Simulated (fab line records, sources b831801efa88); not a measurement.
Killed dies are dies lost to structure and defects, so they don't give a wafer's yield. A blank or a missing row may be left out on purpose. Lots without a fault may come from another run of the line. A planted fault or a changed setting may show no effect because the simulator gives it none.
Which tool did it? | flow sky130 | 6 lots, 18 wafers sampled, at 1 step of a route of 708

WHAT THE GAUGES READ, wafer by wafer
SKY_RES_PROTECT_TW_MEAS_08.
lot  | measured     | on            | POLY_GATE_TW
L187 | day 15 11:14 | film_metro-01 | 4068 4073 4070
L189 | day 16 10:37 | film_metro-01 | 4092 4072 4067
L192 | day 17 08:46 | film_metro-02 | 4031 4018 4003
L195 | day 18 13:23 | film_metro-02 | 3996 3995 4005
L206 | day 22 14:25 | film_metro-01 | 4102 4100 4069
L208 | day 22 20:57 | film_metro-02 | 3991 3985 3986

WHICH TOOL RAN EACH LOT (tool, then ch and the chambers of the sampled wafers, then the start)
The record holds no process step before these readings.

THE ANSWER, worked out from the rows above alone
Rule: what is usual is taken from the lots themselves. Put in order of their means at a reading, lots are off if they are a third of the lots or fewer, leave a main group of 4 or more, and stand apart from it by a gap of 3 or more times the standard deviation of the main group's means; of several such gaps the widest counts. A main group whose means are all the same, to the digits that the tables above print for the reading, isn't used. A lot without any number at a reading at which 4 lots or more have one is off too. The other lots that the step has rows for count as sound.
No lot is off at any reading shown: from this, nothing can be told.

WHAT THE SIMULATOR HAD PUT IN
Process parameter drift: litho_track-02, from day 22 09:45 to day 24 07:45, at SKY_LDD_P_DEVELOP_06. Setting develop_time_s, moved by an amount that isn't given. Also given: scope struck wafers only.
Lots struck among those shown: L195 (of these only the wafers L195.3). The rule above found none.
